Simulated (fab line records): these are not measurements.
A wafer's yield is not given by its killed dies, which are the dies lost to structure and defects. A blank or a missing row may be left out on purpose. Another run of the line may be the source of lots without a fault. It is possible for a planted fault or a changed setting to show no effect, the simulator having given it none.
Which tool is to blame? + flow sky130 + 7 lots with 20 wafers sampled at 5 steps, on a route of 708 steps

== WHAT THE GAUGES SHOWED, per wafer ==
SKY_LDD_N_TW_MEAS_17.
| lot  | measured     | on            | LDD_N_TW       |
|------|--------------|---------------|----------------|
| L120 | day 19 15:53 | film_metro-01 | 2582 2575 2589 |
| L122 | day 20 04:18 | film_metro-02 | 2617 2616 2633 |
| L124 | day 21 02:43 | film_metro-01 | 2604 2610 2602 |
| L128 | day 22 04:50 | film_metro-01 | 2608 2602 2595 |
| L130 | day 23 11:25 | film_metro-02 | 2620 2610 2610 |
| L137 | day 25 15:28 | film_metro-04 | 2883 2898 2896 |
| L140 | day 26 05:23 | film_metro-04 | 2613 2617      |

== EACH LOT AND THE TOOL THAT RAN IT (in order: tool; ch and the chambers of the sampled wafers; start) ==
| lot  | SKY_VT_ADJUST_LVTN_STRIP_09          | SKY_VT_ADJUST_HVTR_STRIP_10          | SKY_LDD_N_IMPLANT_11            | SKY_LDD_N_STRIP_16                   |
|------|--------------------------------------|--------------------------------------|---------------------------------|--------------------------------------|
| L120 | plasma_asher-02 ch 0,1, day 8 00:09  | plasma_asher-03 ch 0,1, day 10 20:03 | implanter-02 ch 0, day 19 15:04 | plasma_asher-03 ch 0,1, day 19 15:48 |
| L122 | plasma_asher-02 ch 0,1, day 8 07:13  | plasma_asher-01 ch 0, day 11 04:44   | implanter-03 ch 0, day 20 03:27 | plasma_asher-04 ch 0,1, day 20 04:12 |
| L124 | plasma_asher-02 ch 0,1, day 8 22:32  | plasma_asher-03 ch 0, day 11 21:20   | implanter-03 ch 0, day 21 01:52 | plasma_asher-04 ch 0,1, day 21 02:37 |
| L128 | plasma_asher-03 ch 0,1, day 9 23:03  | plasma_asher-04 ch 0,1, day 13 01:37 | implanter-03 ch 0, day 22 03:59 | plasma_asher-02 ch 0,1, day 22 04:43 |
| L130 | plasma_asher-02 ch 0,1, day 10 19:31 | plasma_asher-04 ch 0,1, day 14 01:33 | implanter-02 ch 0, day 23 10:34 | plasma_asher-04 ch 0,1, day 23 11:19 |
| L137 | plasma_asher-03 ch 0,1, day 12 17:49 | plasma_asher-01 ch 0,1, day 16 03:25 | implanter-03 ch 0, day 25 14:37 | plasma_asher-03 ch 0,1, day 25 15:21 |
| L140 | plasma_asher-02 ch 0, day 13 11:03   | plasma_asher-04 ch 1, day 16 20:03   | implanter-02 ch 0, day 26 04:34 | plasma_asher-03 ch 1, day 26 05:18   |
- SKY_VT_ADJUST_LVTN_STRIP_09: strips in O2/N2.
- SKY_VT_ADJUST_HVTR_STRIP_10: strips in O2/N2.
- SKY_LDD_N_IMPLANT_11
- SKY_LDD_N_STRIP_16: strips in O2/N2.

== THE ANSWER, worked out from the rows above alone ==
Rule: the lots themselves supply what counts as usual. Put in order of their means at a reading, lots are off if they are a third of the lots or fewer, leave a main group of 4 or more, and stand apart from it by a gap of 3 or more times the standard deviation of the main group's means; of several such gaps the widest counts. The tables above print the reading to a certain number of digits; a main group whose means all agree to those digits is not used. Also off: a lot with no number at a reading for which 4 or more lots have one. Where the step has rows for the other lots, those lots are counted as sound.
Off: at SKY_LDD_N_TW_MEAS_17 (LDD_N_TW), L137. The main group: mean 2607, standard deviation 13.
If a tool, at a process step before that reading, ran all the lots that are off and no sound lot after the first of them, it fits. Gauges at SKY_LDD_N_TW_MEAS_17: tried the same way as those tools. Can't be told from this: 3 tools fit, plasma_asher-03 at SKY_VT_ADJUST_LVTN_STRIP_09, plasma_asher-01 at SKY_VT_ADJUST_HVTR_STRIP_10, implanter-03 at SKY_LDD_N_IMPLANT_11.

== WHAT THE SIMULATOR PUT IN ==
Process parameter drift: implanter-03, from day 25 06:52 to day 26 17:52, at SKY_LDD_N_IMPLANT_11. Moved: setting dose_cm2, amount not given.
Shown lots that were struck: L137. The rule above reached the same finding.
